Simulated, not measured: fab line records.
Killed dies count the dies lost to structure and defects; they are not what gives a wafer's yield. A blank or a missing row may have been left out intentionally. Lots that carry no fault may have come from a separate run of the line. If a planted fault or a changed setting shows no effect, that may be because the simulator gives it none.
fab line records | flow sky130
[record] lots = 6 | wafers = 18 | last-day = 50
route steps=708 shown VIA4@653 METAL5@661 PAD_OPEN@708
lots with no fault: from the same line, run without faults
start-h: hours from the record's opening day to when the first of the lot's shown wafers began | wait-h: how many hours have passed since the lot's step before this one | " repeats the value in the row above | L1.1+2: several wafers, shown together as one row | - value missing, or start not given | * or withheld: withheld | < > ~ a bound
route shown NAME@n: NAME is a module with steps in the file, n the number in the route of the first one | usual: mean/standard deviation taken from wafers without a fault | same: alike in all rows | chamber/n: place in a boat | sites: the reading at each site | _std_site: the values' standard deviation | _edge_site: outer sites' mean less inner sites' | radius-mm: for every site, how far away it sits from the centre of the wafer | mask NAME#n: copy n | behind: tool/chamber where the wafer was last shaped | hold: cause of the lot's hold/its duration in hours/its outcome | device: which transistor (n, p or np) failed to switch | end of line: tests of these same wafers at the route's end | for a step that has no rows: nothing shown but its recipe | killed: the dies lost at the first sort to structure and to defects; this is not the yield of the wafer | map: dies across one wafer; x = killed, . = not, _ = none there
set.NAME: the setting as run; set.NAME@STEP: as run at that earlier step | model.NAME: the simulator's own value behind a step, which no gauge read
lots at some steps of the route; a table a step, a row a wafer
services: a tool's chamber out of use, with start hour (start-h, from the record's first day; less than 0 if before it), hours out, and reason
[[steps]]
[step SKY_VIA4_STRIP_14]
[recipe] chemistry = post-etch-residue-remover | time-s = 1200 | temp-c = 72.5
[step SKY_VIA4_CLEAN_15]
[recipe] chemistry = IPA | time-s = 180 | temp-c = 25
[step SKY_VIA4_CLEAN_16]
[recipe] chemistry = O3/DIW | dry = n2-spin
[step SKY_VIA4_SPUTTER_17]
[recipe] material = TiN | target-thk-nm = 20 | chamber-pressure-pa = 5 | power-w = 4000 | time-s = 80
[usual] cathode-dc-power-W = 4000.1/0.66 | throttle-valve-pct = 29.5/0.86
lot.wafer | tool           | chamber | start-h | wait-h | cathode-dc-power-W | throttle-valve-pct
L911.2    | pvd-sputter-03 | -       | 1015.85 | 0.0    | 4000.3             | 29.5
L911.3    | "              | -       | "       | "      | 4001.0             | 29.9
L911.6    | "              | -       | "       | "      | 4000.8             | 29.0
L915.1    | pvd-sputter-02 | -       | 1049.54 | 0.0    | 4001.5             | 28.9
L915.3    | "              | -       | "       | "      | 4000.0             | 29.8
L915.4    | "              | -       | "       | "      | 3999.7             | 28.3
L916.1    | pvd-sputter-03 | -       | 1067.26 | 0.0    | 3999.5             | 29.1
L916.5    | "              | -       | "       | "      | 4000.8             | 29.4
L916.6    | "              | -       | "       | "      | 4000.9             | 28.8
L918.3    | pvd-sputter-02 | -       | 1081.97 | 0.0    | 4000.5             | 29.2
L918.4    | "              | -       | "       | "      | 4000.0             | 28.1
L918.6    | "              | -       | "       | "      | 3999.4             | 29.7
L926.1    | pvd-sputter-02 | -       | 1112.77 | 0.0    | 4000.4             | 29.6
L926.2    | "              | -       | "       | "      | 3999.9             | 29.7
L926.4    | "              | -       | "       | "      | 4000.2             | 28.8
L929.2    | pvd-sputter-02 | -       | 1135.76 | 0.0    | 4000.7             | 29.6
L929.4    | "              | -       | "       | "      | 4000.8             | 29.0
L929.5    | "              | -       | "       | "      | 4000.2             | 29.1
[step SKY_VIA4_CVD_18]
[recipe] material = W | target-thk-nm = 505 | time-s = 152.14 | temp-c = 400 | pressure-torr = 40
[step SKY_VIA4_RS_MEAS_19]
[recipe] thk-meas-gauge = four-point-probe | reads = W_of_VIA4_CVD_18+TiN_of_VIA4_SPUTTER_17
[usual] VIA4_W_RS = 0.2261/0.0025
lot.wafer | tool          | chamber | start-h | wait-h | VIA4_W_RS[ohm/sq]
L911.2    | film-metro-01 | -       | 1016.09 | 0.1    | 0.2265
L911.3    | "             | -       | "       | "      | 0.2295
L911.6    | "             | -       | "       | "      | 0.2231
L915.1    | film-metro-02 | -       | 1049.75 | 0.1    | 0.2256
L915.3    | "             | -       | "       | "      | 0.2276
L915.4    | "             | -       | "       | "      | 0.2270
L916.1    | film-metro-02 | -       | 1067.48 | 0.1    | 0.2268
L916.5    | "             | -       | "       | "      | 0.2256
L916.6    | "             | -       | "       | "      | 0.2229
L918.3    | film-metro-04 | -       | 1082.23 | 0.1    | 0.2261
L918.4    | "             | -       | "       | "      | 0.2230
L918.6    | "             | -       | "       | "      | 0.2290
L926.1    | film-metro-02 | -       | 1112.99 | 0.1    | 0.2214
L926.2    | "             | -       | "       | "      | 0.2206
L926.4    | "             | -       | "       | "      | 0.2222
L929.2    | film-metro-02 | -       | 1135.99 | 0.1    | 0.2242
L929.4    | "             | -       | "       | "      | 0.2268
L929.5    | "             | -       | "       | "      | 0.2242
[step SKY_VIA4_THK_MEAS_20]
[recipe] thk-meas-gauge = xrf | reads = W_of_VIA4_CVD_18
[usual] VIA4_W_THK = 518/6
lot.wafer | tool          | chamber | start-h | wait-h | VIA4_W_THK[nm]
L911.2    | film-metro-01 | -       | 1016.20 | 0.1    | 516
L911.3    | "             | -       | "       | "      | 507
L911.6    | "             | -       | "       | "      | 524
L915.1    | film-metro-02 | -       | 1049.87 | 0.1    | 519
L915.3    | "             | -       | "       | "      | 516
L915.4    | "             | -       | "       | "      | 514
L916.1    | film-metro-02 | -       | 1067.60 | 0.1    | 520
L916.5    | "             | -       | "       | "      | 524
L916.6    | "             | -       | "       | "      | 530
L918.3    | film-metro-04 | -       | 1082.33 | 0.1    | 516
L918.4    | "             | -       | "       | "      | 522
L918.6    | "             | -       | "       | "      | 512
L926.1    | film-metro-02 | -       | 1113.11 | 0.1    | 531
L926.2    | "             | -       | "       | "      | 531
L926.4    | "             | -       | "       | "      | 526
L929.2    | film-metro-02 | -       | 1136.10 | 0.1    | 524
L929.4    | "             | -       | "       | "      | 517
L929.5    | "             | -       | "       | "      | 524
[step SKY_VIA4_CMP_21]
[recipe] stop-on = SiO2 | t-overpolish-s = 25 | down-force-psi = 3.5 | platen-rpm = 60 | target-thk-nm = 0 | pad-velocity-m-s = 0.94248
[step SKY_METAL5_SPUTTER_00]
[recipe] material = Ti | target-thk-nm = 15 | power-w = 3000 | time-s = 10 | chamber-pressure-pa = 0.4
[usual] cathode-dc-power-W = 3000.0/0.55 | throttle-valve-pct = 29.7/0.85
lot.wafer | tool           | chamber | start-h | wait-h | cathode-dc-power-W | throttle-valve-pct
L911.2    | pvd-sputter-04 | -       | 1016.55 | 0.1    | 2999.7             | 30.0
L911.3    | "              | -       | "       | "      | 2999.7             | 29.9
L911.6    | "              | -       | "       | "      | 3000.2             | 28.5
L915.1    | pvd-sputter-01 | -       | 1050.38 | 0.1    | 2999.6             | 30.9
L915.3    | "              | -       | "       | "      | 3000.2             | 29.1
L915.4    | "              | -       | "       | "      | 2998.8             | 28.6
L916.1    | pvd-sputter-01 | -       | 1067.96 | 0.2    | 2999.4             | 28.6
L916.5    | "              | -       | "       | "      | 3000.0             | 29.0
L916.6    | "              | -       | "       | "      | 3000.1             | 30.7
L918.3    | pvd-sputter-01 | -       | 1082.67 | 0.1    | 2999.3             | 30.6
L918.4    | "              | -       | "       | "      | 3001.0             | 28.6
L918.6    | "              | -       | "       | "      | 3000.1             | 28.9
L926.1    | pvd-sputter-04 | -       | 1113.47 | 0.1    | 3000.0             | 29.8
L926.2    | "              | -       | "       | "      | 2999.3             | 31.3
L926.4    | "              | -       | "       | "      | 3000.2             | 28.4
L929.2    | pvd-sputter-04 | -       | 1136.45 | 0.1    | 2999.8             | 28.3
L929.4    | "              | -       | "       | "      | 3000.3             | 31.7
L929.5    | "              | -       | "       | "      | 3000.0             | 31.7
[step SKY_METAL5_SPUTTER_01]
[recipe] material = TiN | target-thk-nm = 20 | power-w = 6500 | time-s = 16.7 | chamber-pressure-pa = 0.4
[usual] cathode-dc-power-W = 6500.1/1.2 | throttle-valve-pct = 29.7/0.83
lot.wafer | tool           | chamber | start-h | wait-h | cathode-dc-power-W | throttle-valve-pct
L911.2    | pvd-sputter-04 | -       | 1016.57 | 0.0    | 6500.6             | 29.9
L911.3    | "              | -       | "       | "      | 6499.2             | 29.8
L911.6    | "              | -       | "       | "      | 6499.3             | 28.2
L915.1    | pvd-sputter-01 | -       | 1050.40 | 0.0    | 6500.5             | 30.9
L915.3    | "              | -       | "       | "      | 6500.2             | 28.9
L915.4    | "              | -       | "       | "      | 6500.6             | 28.7
L916.1    | pvd-sputter-01 | -       | 1067.98 | 0.0    | 6500.1             | 28.5
L916.5    | "              | -       | "       | "      | 6501.0             | 29.2
L916.6    | "              | -       | "       | "      | 6500.1             | 30.6
L918.3    | pvd-sputter-01 | -       | 1082.69 | 0.0    | 6499.4             | 30.8
L918.4    | "              | -       | "       | "      | 6501.6             | 28.6
L918.6    | "              | -       | "       | "      | 6499.6             | 28.6
L926.1    | pvd-sputter-04 | -       | 1113.49 | 0.0    | 6501.1             | 29.6
L926.2    | "              | -       | "       | "      | 6498.1             | 31.2
L926.4    | "              | -       | "       | "      | 6499.4             | 28.4
L929.2    | pvd-sputter-04 | -       | 1136.47 | 0.0    | 6501.3             | 28.0
L929.4    | "              | -       | "       | "      | 6502.9             | 31.4
L929.5    | "              | -       | "       | "      | 6499.7             | 31.3
[step SKY_METAL5_SPUTTER_02]
[recipe] material = AlCu | target-thk-nm = 1150 | power-w = 10600 | time-s = 61.2 | chamber-pressure-pa = 0.4
[step SKY_METAL5_SPUTTER_03]
[recipe] material = Ti | target-thk-nm = 5 | power-w = 3000 | time-s = 3.3 | chamber-pressure-pa = 0.4
[usual] cathode-dc-power-W = 3000.0/0.55 | throttle-valve-pct = 29.7/0.85
lot.wafer | tool           | chamber | start-h | wait-h | cathode-dc-power-W | throttle-valve-pct
L911.2    | pvd-sputter-04 | -       | 1016.65 | 0.0    | 3000.1             | 29.9
L911.3    | "              | -       | "       | "      | 3000.1             | 29.9
L911.6    | "              | -       | "       | "      | 2999.9             | 28.5
L915.1    | pvd-sputter-01 | -       | 1050.48 | 0.0    | 3000.3             | 30.7
L915.3    | "              | -       | "       | "      | 3000.2             | 29.1
L915.4    | "              | -       | "       | "      | 2999.9             | 28.7
L916.1    | pvd-sputter-01 | -       | 1068.05 | 0.0    | 3000.1             | 28.4
L916.5    | "              | -       | "       | "      | 2999.3             | 29.3
L916.6    | "              | -       | "       | "      | 2999.4             | 30.8
L918.3    | pvd-sputter-01 | -       | 1082.77 | 0.0    | 2999.9             | 30.5
L918.4    | "              | -       | "       | "      | 2999.2             | 28.8
L918.6    | "              | -       | "       | "      | 3000.6             | 28.4
L926.1    | pvd-sputter-04 | -       | 1113.56 | 0.0    | 3000.6             | 30.0
L926.2    | "              | -       | "       | "      | 3000.7             | 31.2
L926.4    | "              | -       | "       | "      | 3001.1             | 28.4
L929.2    | pvd-sputter-04 | -       | 1136.55 | 0.0    | 3000.0             | 28.4
L929.4    | "              | -       | "       | "      | 2999.2             | 31.3
L929.5    | "              | -       | "       | "      | 3000.3             | 31.2
[step SKY_METAL5_SPUTTER_04]
[recipe] material = TiN | target-thk-nm = 70 | power-w = 6500 | time-s = 58.3 | chamber-pressure-pa = 0.4
[usual] cathode-dc-power-W = 6500.2/1.3 | throttle-valve-pct = 29.7/0.84
lot.wafer | tool           | chamber | start-h | wait-h | cathode-dc-power-W | throttle-valve-pct | model.TiN_of_METAL5_SPUTTER_04.thk-nm
L911.2    | pvd-sputter-04 | -       | 1016.67 | 0.0    | 6498.5             | 29.8               | 70.8
L911.3    | "              | -       | "       | "      | 6499.7             | 30.0               | 70.39
L911.6    | "              | -       | "       | "      | 6500.8             | 28.3               | 70.5
L915.1    | pvd-sputter-01 | -       | 1050.50 | 0.0    | 6499.3             | 30.5               | 71.02
L915.3    | "              | -       | "       | "      | 6500.1             | 29.0               | 70.94
L915.4    | "              | -       | "       | "      | 6500.8             | 28.6               | 70.31
L916.1    | pvd-sputter-01 | -       | 1068.07 | 0.0    | 6501.5             | 28.4               | 70.37
L916.5    | "              | -       | "       | "      | 6500.0             | 28.9               | 70.12
L916.6    | "              | -       | "       | "      | 5753.1             | 30.8               | 61.89
L918.3    | pvd-sputter-01 | -       | 1082.79 | 0.0    | 5753.2             | 30.5               | 62.47
L918.4    | "              | -       | "       | "      | 6499.1             | 28.6               | 70.68
L918.6    | "              | -       | "       | "      | 6501.1             | 28.6               | 70.1
L926.1    | pvd-sputter-04 | -       | 1113.58 | 0.0    | 6500.1             | 30.0               | 70.15
L926.2    | "              | -       | "       | "      | 6500.0             | 31.4               | 69.44
L926.4    | "              | -       | "       | "      | 6499.0             | 28.2               | 70.26
L929.2    | pvd-sputter-04 | -       | 1136.57 | 0.0    | 6499.2             | 28.3               | 70.53
L929.4    | "              | -       | "       | "      | 6498.9             | 31.6               | 70.01
L929.5    | "              | -       | "       | "      | 6498.0             | 31.4               | 69.82
[step SKY_METAL5_RS_MEAS_05]
[recipe] thk-meas-gauge = four-point-probe | reads = TiN_of_METAL5_SPUTTER_04+Ti_of_METAL5_SPUTTER_03+AlCu_of_METAL5_SPUTTER_02+TiN_of_METAL5_SPUTTER_01+Ti_of_METAL5_SPUTTER_00
[usual] METAL5_ALCU_RS = 0.0270/0.00033
lot.wafer | tool          | chamber | start-h | wait-h | METAL5_ALCU_RS[ohm/sq]
L911.2    | film-metro-03 | -       | 1016.73 | 0.0    | 0.0266
L911.3    | "             | -       | "       | "      | 0.0272
L911.6    | "             | -       | "       | "      | 0.0268
L915.1    | film-metro-03 | -       | 1050.54 | 0.0    | 0.0273
L915.3    | "             | -       | "       | "      | 0.0273
L915.4    | "             | -       | "       | "      | 0.0269
L916.1    | film-metro-01 | -       | 1068.12 | 0.0    | 0.0268
L916.5    | "             | -       | "       | "      | 0.0272
L916.6    | "             | -       | "       | "      | 0.0267
L918.3    | film-metro-01 | -       | 1082.89 | 0.1    | 0.0271
L918.4    | "             | -       | "       | "      | 0.0274
L918.6    | "             | -       | "       | "      | 0.0274
L926.1    | film-metro-03 | -       | 1113.63 | 0.0    | 0.0272
L926.2    | "             | -       | "       | "      | 0.0270
L926.4    | "             | -       | "       | "      | 0.0270
L929.2    | film-metro-02 | -       | 1136.64 | 0.0    | 0.0269
L929.4    | "             | -       | "       | "      | 0.0269
L929.5    | "             | -       | "       | "      | 0.0271
[step SKY_METAL5_THK_MEAS_06]
[recipe] thk-meas-gauge = xrf | reads = AlCu_of_METAL5_SPUTTER_02
[usual] METAL5_ALCU_THK = 1140/15
lot.wafer | tool          | chamber | start-h | wait-h | METAL5_ALCU_THK[nm]
L911.2    | film-metro-03 | -       | 1016.84 | 0.1    | 1155
L911.3    | "             | -       | "       | "      | 1134
L911.6    | "             | -       | "       | "      | 1150
L915.1    | film-metro-03 | -       | 1050.66 | 0.1    | 1127
L915.3    | "             | -       | "       | "      | 1117
L915.4    | "             | -       | "       | "      | 1143
L916.1    | film-metro-01 | -       | 1068.24 | 0.1    | 1158
L916.5    | "             | -       | "       | "      | 1148
L916.6    | "             | -       | "       | "      | 1185
L918.3    | film-metro-01 | -       | 1082.99 | 0.1    | 1158
L918.4    | "             | -       | "       | "      | 1123
L918.6    | "             | -       | "       | "      | 1122
L926.1    | film-metro-03 | -       | 1113.75 | 0.1    | 1130
L926.2    | "             | -       | "       | "      | 1148
L926.4    | "             | -       | "       | "      | 1142
L929.2    | film-metro-02 | -       | 1136.75 | 0.1    | 1136
L929.4    | "             | -       | "       | "      | 1140
L929.5    | "             | -       | "       | "      | 1126
[step SKY_METAL5_DEHYDRATE_07]
[recipe] temp-c = 200 | time-s = 60
[step SKY_METAL5_HMDS_08]
[recipe] prime-time-s = 60 | prime-temp-c = 120
[step SKY_METAL5_COAT_09]
[recipe] resist = NOVOLAK | spin-rpm = 3000 | resist-thk-nm = 1800
[step SKY_METAL5_SOFTBAKE_10]
[recipe] temp-c = 90 | time-s = 60 | resist = NOVOLAK
[step SKY_METAL5_EXPOSE_11]
[recipe] mask-id = MM5 | na = 0.6 | source-shape = conventional | sigma-outer = 0.6 | polarization = unpolarized | target-cd-nm = 1600 | dose-mj = 190
[step SKY_METAL5_PEB_12]
[recipe] temp-c = withheld | time-s = * | resist = NOVOLAK
[step SKY_METAL5_DEVELOP_13]
[recipe] resist = NOVOLAK | developer = TMAH | develop-time-s = 60 | dev-temp-c = 23
[step SKY_METAL5_DESCUM_14]
[recipe] chemistry = O2 | source-power-w = 150 | bias-power-w = 0 | pressure-mtorr = 10 | temp-c = 40 | time-s = 11
[step SKY_METAL5_METAL_ETCH_15]
[recipe] target-depth-a = 12600 | stop-on = SiO2 | over-etch-frac = 0.2 | time-s = 252 | chemistry = Cl2/BCl3 | resist-sidewall-deg = 86 | pressure-mtorr = 10 | icp-w = 900 | bias-w = 48.5 | Cl2_flow_sccm = 60 | bcl3-flow-sccm = 30
[usual] drypump-motor-current-A = 5.6/0.62 | mfc-cl2-sccm = 59.97/0.16 | oes-product-au = 0.894/0.0048 | throttle-valve-pct = 22.264/0.0099
lot.wafer | tool         | chamber | start-h | wait-h | drypump-motor-current-A | mfc-cl2-sccm | oes-product-au | rf-hours-counter-h | throttle-valve-pct
L911.2    | rie-metal-03 | 0       | 1039.08 | 0.0    | 6.0                     | 59.95        | 0.900          | 16                 | 22.263
L911.3    | "            | 1       | "       | "      | 6.2                     | 60.07        | 0.888          | -                  | 22.262
L911.6    | "            | 0       | "       | "      | 6.0                     | 59.74        | 0.894          | -                  | 22.269
L915.1    | rie-metal-02 | 1       | 1071.16 | 0.0    | 5.5                     | 59.99        | 0.895          | 14                 | 22.266
L915.3    | "            | 1       | "       | "      | 5.5                     | 59.72        | 0.888          | -                  | 22.262
L915.4    | "            | 0       | "       | "      | 4.7                     | 59.99        | 0.901          | -                  | 22.263
L916.1    | rie-metal-02 | 1       | 1087.93 | 0.0    | 5.5                     | 60.03        | 0.894          | 16                 | 22.269
L916.5    | "            | 1       | "       | "      | 5.5                     | 60.11        | 0.892          | -                  | 22.270
L916.6    | "            | 0       | "       | "      | 4.8                     | 59.87        | 0.893          | -                  | 22.252
L918.3    | rie-metal-02 | 0       | 1102.28 | 0.2    | 4.7                     | 60.01        | 0.888          | -                  | 22.254
L918.4    | "            | 0       | "       | "      | 4.7                     | 60.09        | 0.888          | -                  | 22.250
L918.6    | "            | 0       | "       | "      | 4.7                     | 59.82        | 0.896          | -                  | 22.267
L926.1    | rie-metal-03 | 1       | 1132.86 | 0.0    | 6.3                     | 59.89        | 0.892          | 24                 | 22.277
L926.2    | "            | 0       | "       | "      | 6.0                     | 59.78        | 0.897          | 22                 | 22.271
L926.4    | "            | 0       | "       | "      | 6.0                     | 59.79        | 0.900          | -                  | 22.260
L929.2    | rie-metal-02 | 1       | 1155.23 | 0.0    | 5.5                     | 59.69        | 0.893          | 21                 | 22.274
L929.4    | "            | 1       | "       | "      | 5.5                     | 59.86        | 0.892          | -                  | 22.263
L929.5    | "            | 1       | "       | "      | 5.5                     | 59.82        | 0.899          | -                  | 22.276
[step SKY_METAL5_STRIP_16]
[recipe] chemistry = O2/N2 | power-w = 1400 | pressure-mtorr = 1500 | platen-temp-c = withheld | o2-flow-sccm = 3000 | n2-flow-sccm = 300 | overash-fraction = 0.5
[step SKY_METAL5_STRIP_17]
[recipe] chemistry = post-etch-residue-remover | time-s = 1200 | temp-c = 72.5
lot.wafer | tool         | chamber | start-h | wait-h | model.TiN_of_METAL5_SPUTTER_04.thk-nm
L911.2    | wet-bench-04 | 0       | 1039.42 | 0.1    | 70.38
L911.3    | "            | 0       | "       | "      | 69.97
L911.6    | "            | 0       | "       | "      | 70.08
L915.1    | wet-bench-03 | 1       | 1071.49 | 0.1    | 70.6
L915.3    | "            | 1       | "       | "      | 70.52
L915.4    | "            | 1       | "       | "      | 69.89
L916.1    | wet-bench-04 | 1       | 1088.27 | 0.1    | 69.95
L916.5    | "            | 1       | "       | "      | 69.7
L916.6    | "            | 1       | "       | "      | 61.47
L918.3    | wet-bench-03 | 0       | 1102.70 | 0.0    | 62.06
L918.4    | "            | 0       | "       | "      | 70.27
L918.6    | "            | 0       | "       | "      | 69.69
L926.1    | wet-bench-03 | 2       | 1133.19 | 0.1    | 69.73
L926.2    | "            | 2       | "       | "      | 69.02
L926.4    | "            | 2       | "       | "      | 69.84
L929.2    | wet-bench-03 | 3       | 1155.57 | 0.1    | 70.11
L929.4    | "            | 3       | "       | "      | 69.58
L929.5    | "            | 3       | "       | "      | 69.39
[step SKY_METAL5_CLEAN_18]
[recipe] chemistry = IPA | time-s = 180 | temp-c = 25
[step SKY_PAD_OPEN_PROBE_99]
[usual] defect-limited-yield = 82.4/1.8 | killed_at_M0_to_M3 = 43/7.8 | killed_at_M4_up = 3.2/1.7 | killed-at-contacts = 24/5.2 | killed-at-front-end = 15/4.5 | killed-at-other = 0.4/0.65 | killed-dies = 87/9.1 | killed-open = 47/7.3 | killed-short = 40/6.5 | sort_bin_3_pad_short = 0.9/0.46 | sort_bin_5_function = 10.4/1.5 | sort_bin_6_memory = 6.3/1 | sort-n-pass = 405/9.1 | sort-yield-pct = 82.4/1.8
[same] gross-dies = 492 | killed-at-back-side = 0 | sort_bin_4_leakage[%] = 0 | sort_bin_8_speed[%] = 0
lot.wafer | tool      | chamber | start-h | wait-h | defect-limited-yield[%] | killed_at_M0_to_M3 | killed_at_M4_up | killed-at-contacts | killed-at-front-end | killed-at-other | killed-dies | killed-open | killed-short | sort_bin_3_pad_short[%] | sort_bin_5_function[%] | sort_bin_6_memory[%] | sort-n-pass | sort-yield-pct[%]
L915.1    | prober-02 | -       | 1114.57 | 0.1    | 84.1                    | 26                 | 3               | 33                 | 16                  | 0               | 78          | 42          | 36           | 0.8                     | 8.1                    | 6.9                  | 414         | 84.1
L915.3    | prober-02 | -       | 1114.67 | 0.2    | 80.5                    | 42                 | 1               | 25                 | 28                  | 0               | 96          | 50          | 46           | 0.6                     | 13.6                   | 5.3                  | 396         | 80.5
L915.4    | prober-02 | -       | 1114.72 | 0.2    | 81.5                    | 42                 | 3               | 32                 | 14                  | 0               | 91          | 43          | 48           | 1.4                     | 12.0                   | 5.1                  | 401         | 81.5
L916.1    | prober-01 | -       | 1130.07 | 0.1    | 85.2                    | 27                 | 2               | 21                 | 22                  | 1               | 73          | 33          | 39           | 1.2                     | 7.5                    | 6.1                  | 419         | 85.2
L916.5    | prober-01 | -       | 1130.27 | 0.2    | 81.9                    | 52                 | 1               | 29                 | 7                   | 0               | 89          | 49          | 40           | 0.6                     | 12.0                   | 5.5                  | 403         | 81.9
L916.6    | prober-01 | -       | 1130.32 | 0.2    | 81.5                    | 37                 | 6               | 31                 | 16                  | 1               | 91          | 47          | 44           | 1.2                     | 10.4                   | 6.9                  | 401         | 81.5
// killed by level:class
L915.1 CONTACT:geometric-particle:open=10 CONTACT:geometric-particle:short=7 LI_CONTACT:geometric-particle:open=6 VIA1:geometric-particle:open=6 FIELD_ISO:geometric-particle:open=5 LOCAL_INTERCONNECT:geometric-particle:short=5 FIELD_ISO:geometric-particle:short=4 POLY_GATE:geometric-particle:open=4
L915.3 CONTACT:geometric-particle:open=12 VIA1:geometric-particle:short=8 VIA1:geometric-particle:open=8 FIELD_ISO:geometric-particle:open=7 CONTACT:geometric-particle:short=7 METAL1:geometric-particle:short=7 FIELD_ISO:geometric-particle:short=6 VIA3:geometric-particle:open=6
L915.4 VIA1:geometric-particle:open=10 LI_CONTACT:geometric-particle:open=9 CONTACT:geometric-particle:open=9 LOCAL_INTERCONNECT:geometric-particle:short=8 VIA3:geometric-particle:open=8 METAL1:geometric-particle:short=6 METAL2:geometric-particle:short=6 LI_CONTACT:geometric-particle:short=5
L916.1 POLY_GATE:geometric-particle:short=7 LI_CONTACT:geometric-particle:open=6 CONTACT:geometric-particle:open=5 VIA1:geometric-particle:open=5 VIA3:geometric-particle:open=5 FIELD_ISO:geometric-particle:short=4 FIELD_ISO:geometric-particle:open=4 CONTACT:geometric-particle:short=4
L916.5 CONTACT:geometric-particle:open=13 VIA1:geometric-particle:open=9 METAL2:geometric-particle:short=8 VIA1:geometric-particle:short=7 VIA3:geometric-particle:open=6 CONTACT:geometric-particle:short=6 VIA2:geometric-particle:open=6 LOCAL_INTERCONNECT:geometric-particle:short=5
L916.6 CONTACT:geometric-particle:open=12 VIA1:geometric-particle:open=10 LI_CONTACT:geometric-particle:open=7 METAL1:geometric-particle:short=6 POLY_GATE:geometric-particle:short=5 POLY_GATE:geometric-particle:open=5 CONTACT:geometric-particle:short=5 VIA3:geometric-particle:open=5
[[services]]
tool           | chamber | start-h | hours | kind
pvd-sputter-04 | -       | 1027.30 | 6.3   | repair
pvd-sputter-02 | -       | 1055.99 | 10.5  | repair
rie-metal-03   | -       | 1060.94 | 0.9   | repair
rie-metal-03   | -       | 1074.39 | 2.8   | pm
pvd-sputter-04 | -       | 1075.84 | 1.2   | repair
rie-metal-02   | 0       | 1079.12 | 5.9   | repair
rie-metal-02   | -       | 1082.58 | 0.9   | repair
wet-bench-04   | -       | 1097.94 | 7.2   | repair
rie-metal-02   | 1       | 1100.90 | 6.0   | repair
pvd-sputter-02 | -       | 1150.34 | 0.5   | repair
pvd-sputter-01 | -       | 1152.49 | 13.2  | repair
[[key]]
[first-sign] step = SKY_METAL5_SPUTTER_04 | reading = cathode-dc-power-W | direction = down | sigmas = 99+ | usual = 6500.2 | struck = 5753.1
effect none on later readings
[model-effect] step = SKY_METAL5_SPUTTER_04 | value = TiN_of_METAL5_SPUTTER_04.thk-nm | without = 70.23 | struck = 62.18
[model-effect] step = SKY_METAL5_STRIP_17 | value = TiN_of_METAL5_SPUTTER_04.thk-nm | without = 69.81 | struck = 61.77
met-at SKY_METAL5_SPUTTER_04
struck-wafers L916.6,L918.3
onset-between 1050.50 1068.07
[fault] kind = process-parameter-drift | tool = pvd-sputter-01 | chamber = - | onset-h = 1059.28 | steps = SKY_METAL5_SPUTTER_04 | channel = power-w | offset = * | shape = step | end-h = 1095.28 | acts-in = * | stated = * | scope = struck-wafers-only
